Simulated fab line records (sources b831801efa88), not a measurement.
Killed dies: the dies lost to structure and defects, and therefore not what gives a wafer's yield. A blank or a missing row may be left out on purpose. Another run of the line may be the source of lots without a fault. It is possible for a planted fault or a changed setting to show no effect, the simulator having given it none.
Which tool is to blame?    flow gf180mcu    Sampling: 6 lots, 18 wafers, 3 of 602 route steps

## WHAT THE GAUGES READ, wafer by wafer
GF_PASSIVATION_THK_MEAS_01.
lot   measured      on             PASSIVATION_CVD_00_THK (nm)
L324  day 28 16:07  film_metro-04  985 979 992
L327  day 29 20:11  film_metro-02  1009 1026 1016
L330  day 30 11:44  film_metro-02  1001 1004 1004
L332  day 31 06:37  film_metro-02  971 979 972
L335  day 31 22:32  film_metro-01  974 1012 993
L340  day 33 02:31  film_metro-04  975 986 1009

## EACH LOT AND THE TOOL THAT RAN IT (in order: tool; ch and the chambers of the sampled wafers; start)
lot   GF_SAB_CVD_00                    GF_TOP_METAL_STRIP_17
L324  pecvd-02 ch 1,2, day 14 20:41    plasma_asher-01 ch 0,1, day 28 15:10
L327  pecvd-02 ch 0,2, day 16 03:01    plasma_asher-03 ch 0,1, day 29 19:34
L330  pecvd-01 ch 1,2, day 17 01:50    plasma_asher-01 ch 0, day 30 11:07
L332  pecvd-01 ch 0,1,2, day 17 22:29  plasma_asher-04 ch 1, day 31 05:59
L335  pecvd-02 ch 0,2, day 18 20:26    plasma_asher-03 ch 0,1, day 31 21:54
L340  pecvd-01 ch 0,1,2, day 20 15:59  plasma_asher-01 ch 0, day 33 01:53
- GF_SAB_CVD_00: deposits SiO2 from TEOS, target thk 50 nm, time 4.9302 s.
- GF_TOP_METAL_STRIP_17: strips in O2/N2.

## THE ANSWER, worked out from the rows above alone
Rule: the usual values come from the lots themselves. The widest of any qualifying gaps counts: lots, ordered by their means at a reading, are off when they make up no more than a third of the lots, leave a main group of 4 or more, and stand apart from it by 3 or more times the standard deviation of that group's means. The tables above print the reading to a certain number of digits; a main group whose means all agree to those digits is not used. Also off: a lot with no number at a reading for which 4 or more lots have one. All remaining lots with rows at the step are treated as sound.
Across all readings shown, no lot is off: no conclusion can be drawn from this.

## WHAT THE SIMULATOR HAD INSERTED
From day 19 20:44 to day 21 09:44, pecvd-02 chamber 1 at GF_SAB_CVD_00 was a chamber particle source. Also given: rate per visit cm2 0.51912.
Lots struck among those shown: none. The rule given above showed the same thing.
